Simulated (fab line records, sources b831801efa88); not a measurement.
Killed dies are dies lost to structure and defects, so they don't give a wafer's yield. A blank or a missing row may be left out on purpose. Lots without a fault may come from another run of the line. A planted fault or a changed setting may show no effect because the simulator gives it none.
fab line records | flow sky130
record lots=13 wafers=39 last_day=50
route steps=708 shown FIELD_ISO@24 NWELL@76 PAD_OPEN@708
lots that met no fault: from a run of the same line without faults
start_h: hours from the record's first day to the start of the lot's first wafer shown | wait_h: hours since the lot's step before | " the same as in the row above | L1.1+2: a row that stands for several wafers | - no value, or no start given | * or withheld: withheld | < > ~ a bound
route shown NAME@n: a module of which the file shows steps, and the number in the route of the first | usual: mean/standard deviation of fault-free wafers | same: alike in all rows | chamber/n: place in a boat | sites: the reading at each site | _std_site: their standard deviation | _edge_site: outer sites' mean less inner sites' | radius_mm: how far each site lies from the wafer's centre | mask NAME#n: copy n | behind: the tool/chamber that last shaped the wafer | hold: why the lot was held/for how many hours/how that ended | device: the transistor (n, p or np) that didn't switch | end of line: the same wafers' tests at the end of the route | a step without rows: its recipe alone | killed: dies lost to structure and defects at the first sort, not the wafer's yield | map: a wafer's dies, x killed, . not, _ none there
set.NAME: the setting as run; set.NAME@STEP: as run at that earlier step | model.NAME: the simulator's own value behind a step, which no gauge read
steps of the route over a sample of lots; a table a step, a row a wafer
services: from which hour (start_h, from the record's first day; less than 0 if before it) a tool's chamber was out of use, for how many hours, and why
## steps
# step SKY_FIELD_ISO_THK_MEAS_23
# recipe reads=SiO2_of_FIELD_ISO_OXIDATION_22
# usual FIELD_ISO_OXIDATION_01_THK=10.04/0.2
# columns lot.wafer tool chamber start_h wait_h FIELD_ISO_OXIDATION_01_THK[nm]
L297.2 film_metro-03 - 37.17 0.0 9.54
L297.4 " - " " 9.51
L297.6 " - " " 9.71
L298.1 film_metro-03 - 44.12 0.0 9.78
L298.4 " - " " 9.78
L298.5 " - " " 9.89
L300.1 film_metro-03 - 52.43 0.0 10.35
L300.3 " - " " 10.33
L300.4 " - " " 10.02
L301.2 film_metro-03 - 59.77 0.0 10.12
L301.3 " - " " 10.08
L301.4 " - " " 10.02
L302.1 film_metro-03 - 63.25 0.0 9.70
L302.3 " - " " 9.85
L302.5 " - " " 9.75
L303.2 film_metro-01 - 67.81 0.0 10.31
L303.3 " - " " 10.47
L303.4 " - " " 10.38
L305.1 film_metro-01 - 77.12 0.0 9.97
L305.2 " - " " 9.98
L305.6 " - " " 10.18
L310.4 film_metro-04 - 103.51 0.0 10.04
L310.5 " - " " 10.01
L310.6 " - " " 9.88
L314.1 film_metro-04 - 126.76 0.0 9.99
L314.2 " - " " 9.89
L314.4 " - " " 9.90
L315.3 film_metro-03 - 132.85 0.0 9.99
L315.5 " - " " 9.99
L315.6 " - " " 10.17
L317.1 film_metro-03 - 139.27 0.0 9.91
L317.2 " - " " 10.03
L317.3 " - " " 9.85
L318.2 film_metro-04 - 146.12 0.0 10.11
L318.3 " - " " 9.89
L318.6 " - " " 10.03
L319.2 film_metro-03 - 152.81 0.0 10.19
L319.4 " - " " 10.14
L319.6 " - " " 10.30
# step SKY_FIELD_ISO_CMP_27
# recipe stop_on=Si3N4 t_overpolish_s=16 down_force_psi=4 platen_rpm=60 target_thk_nm=457.8 pad_velocity_m_s=0.94248
# usual motor_current_A=11.6/0.9 overpolish_run_s=16.000/0.0088 platen_rpm=60.00/0.043 time_to_endpoint_s=116/4.4
# columns lot.wafer tool chamber start_h wait_h motor_current_A overpolish_run_s platen_rpm time_to_endpoint_s
L297.2 cmp-01 1 40.17 0.0 13.8 16.006 60.04 118
L297.4 " 3 " " 10.5 16.002 60.04 112
L297.6 " 1 " " 13.3 16.010 59.96 116
L298.4 cmp-02 0 45.94 0.0 11.4 16.013 60.02 109
L298.1 " 3 " " 12.5 15.998 60.07 112
L298.5 " 1 " " 11.9 16.003 59.99 118
L300.1 cmp-01 3 54.41 0.0 11.0 16.007 60.02 116
L300.4 " 0 " " 11.2 16.012 60.08 111
L300.3 " 2 " " 11.4 15.993 59.97 119
L301.3 cmp-02 1 61.45 0.0 11.9 16.008 59.98 123
L301.2 " 2 " " 11.6 15.998 59.96 117
L301.4 " 3 " " 12.7 16.003 59.96 118
L302.3 cmp-01 2 68.52 3.2 10.9 16.003 59.96 114
L302.1 " 1 " " 13.6 16.005 60.04 115
L302.5 " 2 " " 11.5 16.006 59.98 117
L303.4 cmp-01 2 69.92 0.0 11.2 15.995 60.05 119
L303.2 " 0 " " 11.4 15.988 59.99 108
L303.3 " 1 " " 13.8 15.984 60.02 114
L305.2 cmp-01 1 79.66 0.1 13.6 16.007 60.01 117
L305.1 " 3 " " 10.7 16.013 59.92 116
L305.6 " 1 " " 13.8 16.002 59.95 117
L310.4 cmp-01 0 105.27 0.1 11.1 16.015 59.96 112
L310.6 " 2 " " 11.0 15.987 60.09 122
L310.5 " 3 " " 10.3 15.989 59.98 119
L314.1 cmp-02 0 131.65 0.0 11.0 15.989 59.91 117
L314.2 " 1 " " 11.7 16.007 60.01 231
L314.4 " 2 " " 11.2 16.009 59.98 119
L315.3 cmp-02 1 138.10 0.0 11.7 15.995 60.00 123
L315.6 " 1 " " 11.6 16.004 59.93 234
L315.5 " 2 " " 11.8 15.995 59.99 240
L317.1 cmp-01 3 143.66 0.0 10.2 16.001 60.01 112
L317.2 " 0 " " 11.9 15.982 59.93 110
L317.3 " 1 " " 13.3 15.988 60.00 121
L318.3 cmp-01 0 149.32 0.0 11.9 16.017 60.00 107
L318.2 " 1 " " 13.4 16.001 60.00 117
L318.6 " 1 " " 13.3 16.004 59.99 120
L319.2 cmp-01 3 155.95 0.1 10.6 15.995 60.01 115
L319.4 " 0 " " 11.7 16.001 59.98 107
L319.6 " 2 " " 11.0 15.982 60.04 117
# step SKY_NWELL_OVL_MEAS_23
# usual NWELL_01_OVL=0.6/1.4
# columns lot.wafer tool chamber start_h wait_h NWELL_01_OVL[nm]
L297.2 overlay-01 - 113.67 - -1.3
L297.4 " - " " -2.9
L297.6 " - " " -2.0
L298.1 overlay-01 - 119.18 - 0.9
L298.4 " - " " 2.3
L298.5 " - " " 1.2
L300.1 overlay-02 - 127.88 - 2.2
L300.3 " - " " 2.0
L300.4 " - " " 1.7
L301.2 overlay-02 - 135.67 - 1.8
L301.3 " - " " 2.7
L301.4 " - " " 4.3
L302.1 overlay-02 - 142.83 - 1.6
L302.3 " - " " 2.7
L302.5 " - " " 2.5
L303.2 overlay-02 - 144.82 - 2.3
L303.3 " - " " -0.7
L303.4 " - " " 1.1
L305.1 overlay-02 - 156.06 - 0.0
L305.2 " - " " -0.6
L305.6 " - " " 0.8
L310.4 overlay-02 - 185.83 - 2.3
L310.5 " - " " 1.8
L310.6 " - " " 2.2
L314.1 overlay-02 - 216.16 - 2.7
L314.2 " - " " 1.3
L314.4 " - " " 1.7
L315.3 overlay-02 - 226.59 - 1.4
L315.5 " - " " 1.4
L315.6 " - " " 0.9
L317.1 overlay-01 - 230.98 - 0.5
L317.2 " - " " 0.7
L317.3 " - " " 0.7
L318.2 overlay-01 - 235.48 - 0.2
L318.3 " - " " -0.8
L318.6 " - " " 0.2
L319.2 overlay-01 - 246.42 - -1.8
L319.4 " - " " -1.7
L319.6 " - " " -0.7
# step SKY_NWELL_STRIP_25
# recipe chemistry=O2/N2 power_w=1400 pressure_mtorr=1500 platen_temp_c=withheld o2_flow_sccm=3000 n2_flow_sccm=300 overash_fraction=0.5
# usual drypump_motor_current_A=5.54/0.24 n2_flow_sccm=300.1/0.83 oes_product_au=0.723/0.0046 strip_time_to_endpoint_s=36.85/0.1
# columns lot.wafer tool chamber start_h wait_h drypump_motor_current_A n2_flow_sccm oes_product_au rf_hours_counter_h strip_time_to_endpoint_s
L297.2 plasma_asher-02 0 113.85 0.1 5.37 300.9 0.728 29 37.05
L297.4 " 1 " " 5.71 298.6 0.721 - 37.05
L297.6 " 1 " " 5.72 298.3 0.725 - 37.01
L298.1 plasma_asher-03 1 119.37 0.1 5.91 300.2 0.718 44 36.73
L298.4 " 0 " " 5.22 300.2 0.727 - 36.81
L298.5 " 0 " " 5.20 301.0 0.725 - 36.69
L300.1 plasma_asher-02 1 128.07 0.1 5.71 300.3 0.724 31 36.89
L300.3 " 0 " " 5.37 300.2 0.727 - 36.95
L300.4 " 1 " " 5.72 300.6 0.727 - 36.90
L301.2 plasma_asher-02 0 135.85 0.1 5.40 299.8 0.718 31 36.88
L301.3 " 0 " " 5.37 299.2 0.719 - 36.82
L301.4 " 1 " " 5.72 299.6 0.720 - 36.83
L302.1 plasma_asher-01 0 143.05 0.1 5.52 299.3 0.725 46 37.00
L302.3 " 1 " " 5.41 300.1 0.722 - 36.84
L302.5 " 0 " " 5.49 298.9 0.721 - 36.96
L303.2 plasma_asher-02 1 145.00 0.1 5.73 300.0 0.718 32 36.85
L303.3 " 0 " " 5.34 301.0 0.712 - 36.86
L303.4 " 1 " " 5.74 298.2 0.725 - 36.91
L305.1 plasma_asher-02 1 156.25 0.1 5.73 300.4 0.726 33 36.82
L305.2 " 0 " " 5.37 300.9 0.717 33 36.83
L305.6 " 0 " " 5.39 300.2 0.726 - 36.82
L310.4 plasma_asher-03 0 186.03 0.1 5.22 298.1 0.723 - 36.87
L310.5 " 0 " " 5.22 299.5 0.712 - 36.85
L310.6 " 1 " " 5.92 301.2 0.721 - 36.95
L314.1 plasma_asher-02 1 216.35 0.1 5.70 300.7 0.723 39 36.93
L314.2 " 0 " " 5.39 299.7 0.726 39 36.78
L314.4 " 1 " " 5.71 299.6 0.716 - 36.91
L315.3 plasma_asher-02 1 226.80 0.1 5.74 299.9 0.732 - 36.85
L315.5 " 1 " " 5.69 299.3 0.732 - 36.86
L315.6 " 0 " " 5.38 299.9 0.727 - 36.78
L317.1 plasma_asher-01 1 231.16 0.1 5.41 299.9 0.720 55 36.81
L317.2 " 0 " " 5.54 300.1 0.718 55 36.95
L317.3 " 1 " " 5.42 300.4 0.719 - 36.93
L318.2 plasma_asher-03 0 235.66 0.1 5.21 299.6 0.725 55 36.87
L318.3 " 0 " " 5.20 299.5 0.727 - 36.82
L318.6 " 1 " " 5.93 298.8 0.720 - 36.74
L319.2 plasma_asher-02 0 246.60 0.1 5.36 299.4 0.726 42 36.88
L319.4 " 0 " " 5.35 299.4 0.724 - 36.87
L319.6 " 0 " " 5.37 300.1 0.718 - 36.85
# step SKY_PAD_OPEN_PROBE_99
# usual killed_at_M0_to_M3=45/6.6 killed_at_M4_up=3.1/1.6 killed_at_contacts=24/5 killed_at_front_end=14/4.4 killed_at_other=0.3/0.58 killed_dies=87/9.2 killed_open=47/6.7 killed_short=40/6.4
# same gross_dies=492 killed_at_back_side=0
# columns lot.wafer tool chamber start_h wait_h killed_at_M0_to_M3 killed_at_M4_up killed_at_contacts killed_at_front_end killed_at_other killed_dies killed_open killed_short
L301.2 prober-02 - 1110.27 0.1 42 1 24 16 0 83 49 34
L301.3 prober-02 - 1110.32 0.2 50 4 23 19 0 96 48 48
L301.4 prober-02 - 1110.37 0.2 37 2 32 13 0 84 51 33
L305.1 prober-02 - 1126.15 0.1 37 3 18 14 0 72 37 35
L305.2 prober-02 - 1126.20 0.1 43 2 18 12 0 75 41 34
L305.6 prober-02 - 1126.40 0.2 51 1 23 11 0 86 52 34
L310.4 prober-01 - 1155.06 0.2 54 2 27 11 0 94 52 42
L310.5 prober-01 - 1155.11 0.2 46 3 22 9 1 81 41 40
L310.6 prober-01 - 1155.16 0.2 45 4 23 12 0 84 42 41
L318.2 prober-01 - 1193.65 0.1 58 1 28 18 0 105 60 45
L318.3 prober-01 - 1193.70 0.2 45 3 25 12 0 85 46 39
L318.6 prober-01 - 1193.85 0.2 47 4 22 11 0 84 48 36
# killed by level:class
L301.2 VIA1:geometric_particle:open=12 CONTACT:geometric_particle:open=8 LOCAL_INTERCONNECT:geometric_particle:short=6 METAL1:geometric_particle:short=6 VIA2:geometric_particle:open=6 LI_CONTACT:geometric_particle:open=5 METAL2:geometric_particle:short=5 VIA3:geometric_particle:open=5
L301.3 LI_CONTACT:geometric_particle:open=11 METAL1:geometric_particle:short=11 CONTACT:geometric_particle:open=9 VIA1:geometric_particle:short=9 FIELD_ISO:geometric_particle:short=7 VIA2:geometric_particle:open=6 VIA1:geometric_particle:open=6 POLY_GATE:geometric_particle:short=4
L301.4 CONTACT:geometric_particle:open=14 VIA3:geometric_particle:open=8 LI_CONTACT:geometric_particle:open=7 VIA1:geometric_particle:open=7 CONTACT:geometric_particle:short=6 FIELD_ISO:geometric_particle:open=5 METAL1:geometric_particle:short=5 FIELD_ISO:geometric_particle:short=4
L305.1 VIA1:geometric_particle:open=8 CONTACT:geometric_particle:open=7 FIELD_ISO:geometric_particle:short=6 LI_CONTACT:geometric_particle:open=6 VIA1:geometric_particle:short=6 METAL2:geometric_particle:short=6 VIA2:geometric_particle:open=5 POLY_GATE:geometric_particle:open=4
L305.2 VIA1:geometric_particle:open=10 CONTACT:geometric_particle:open=8 VIA2:geometric_particle:open=8 METAL2:geometric_particle:short=7 METAL1:geometric_particle:short=5 POLY_GATE:geometric_particle:open=4 FIELD_ISO:geometric_particle:open=3 POLY_GATE:geometric_particle:short=3
L305.6 VIA1:geometric_particle:open=18 LI_CONTACT:geometric_particle:open=8 CONTACT:geometric_particle:open=8 METAL1:geometric_particle:short=7 METAL2:geometric_particle:short=7 POLY_GATE:geometric_particle:open=5 LI_CONTACT:geometric_particle:short=5 VIA1:geometric_particle:short=5
L310.4 VIA1:geometric_particle:open=12 CONTACT:geometric_particle:open=9 VIA2:geometric_particle:open=9 LOCAL_INTERCONNECT:geometric_particle:short=7 VIA3:geometric_particle:open=7 METAL1:geometric_particle:short=5 METAL2:geometric_particle:short=5 VIA2:geometric_particle:short=5
L310.5 VIA1:geometric_particle:open=12 CONTACT:geometric_particle:open=8 VIA2:geometric_particle:open=8 CONTACT:geometric_particle:short=7 VIA1:geometric_particle:short=5 VIA2:geometric_particle:short=5 METAL2:geometric_particle:short=4 METAL1:geometric_particle:short=4
L310.6 VIA1:geometric_particle:open=8 CONTACT:geometric_particle:open=8 METAL3:geometric_particle:short=8 LI_CONTACT:geometric_particle:open=7 VIA2:geometric_particle:open=5 VIA3:geometric_particle:open=5 POLY_GATE:geometric_particle:short=4 VIA1:geometric_particle:short=4
L318.2 CONTACT:geometric_particle:open=13 VIA1:geometric_particle:open=12 METAL1:geometric_particle:short=8 METAL3:geometric_particle:short=6 FIELD_ISO:geometric_particle:open=5 METAL1:geometric_particle:open=5 VIA3:geometric_particle:open=5 LI_CONTACT:geometric_particle:open=5
L318.3 CONTACT:geometric_particle:open=15 METAL1:geometric_particle:short=10 VIA1:geometric_particle:open=8 VIA2:geometric_particle:open=7 VIA1:geometric_particle:short=6 VIA2:geometric_particle:short=5 FIELD_ISO:geometric_particle:short=4 LI_CONTACT:geometric_particle:open=4
L318.6 VIA1:geometric_particle:open=9 CONTACT:geometric_particle:open=8 METAL2:geometric_particle:short=8 VIA3:geometric_particle:open=8 LI_CONTACT:geometric_particle:open=7 VIA1:geometric_particle:short=5 METAL1:geometric_particle:short=5 VIA2:geometric_particle:open=5
## services
# columns tool chamber start_h hours kind
cmp-02 - 20.35 1.8 repair
plasma_asher-03 - 40.52 2.0 repair
cmp-02 - 62.50 14.4 pm
cmp-01 - 64.22 4.0 pm
cmp-01 - 68.22 - consumable_replace:conditioner
cmp-01 - 68.22 - consumable_replace:pad
cmp-02 - 77.97 0.8 repair
cmp-02 - 82.39 0.7 repair
cmp-01 - 85.97 1.5 repair
cmp-02 - 90.47 1.2 repair
cmp-02 - 109.58 1.0 repair
cmp-01 - 131.06 2.0 repair
cmp-01 - 134.68 0.4 repair
cmp-02 - 145.69 5.5 pm
plasma_asher-02 - 157.88 2.9 repair
cmp-02 - 166.86 0.4 repair
plasma_asher-01 - 188.37 2.8 pm
cmp-02 - 203.41 4.5 pm
plasma_asher-03 - 207.66 15.6 pm
plasma_asher-01 - 207.74 0.8 repair
cmp-01 - 229.65 5.5 pm
cmp-02 - 231.40 0.5 repair
cmp-02 - 232.22 4.0 pm
cmp-02 - 236.22 - consumable_replace:conditioner
## key
first_sign step=SKY_FIELD_ISO_CMP_27 reading=time_to_endpoint_s direction=up sigmas=27 usual=* struck=*
effect none on later readings
met_at SKY_FIELD_ISO_CMP_27
struck_lots L314,L315
struck_wafers L314.2,L315.5,L315.6
tester_left_out L314,L315
not_acting_at SKY_FIELD_ISO_THK_MEAS_23,SKY_NWELL_OVL_MEAS_23,SKY_NWELL_STRIP_25
onset_between 61.45 131.65
fault kind=process_parameter_drift tool=cmp-02 chamber=- onset_h=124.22 steps=SKY_FIELD_ISO_CMP_27 channel=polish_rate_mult offset=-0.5 shape=step end_h=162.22 scope=struck_wafers_only
# tester_left_out: of these lots the tester's yield and bins aren't shown, on N5 and GAA mostly nor the transistor test; their killed dies are dies lost to structure and defects alone, not to doping, threshold or leakage, so they don't give the yield
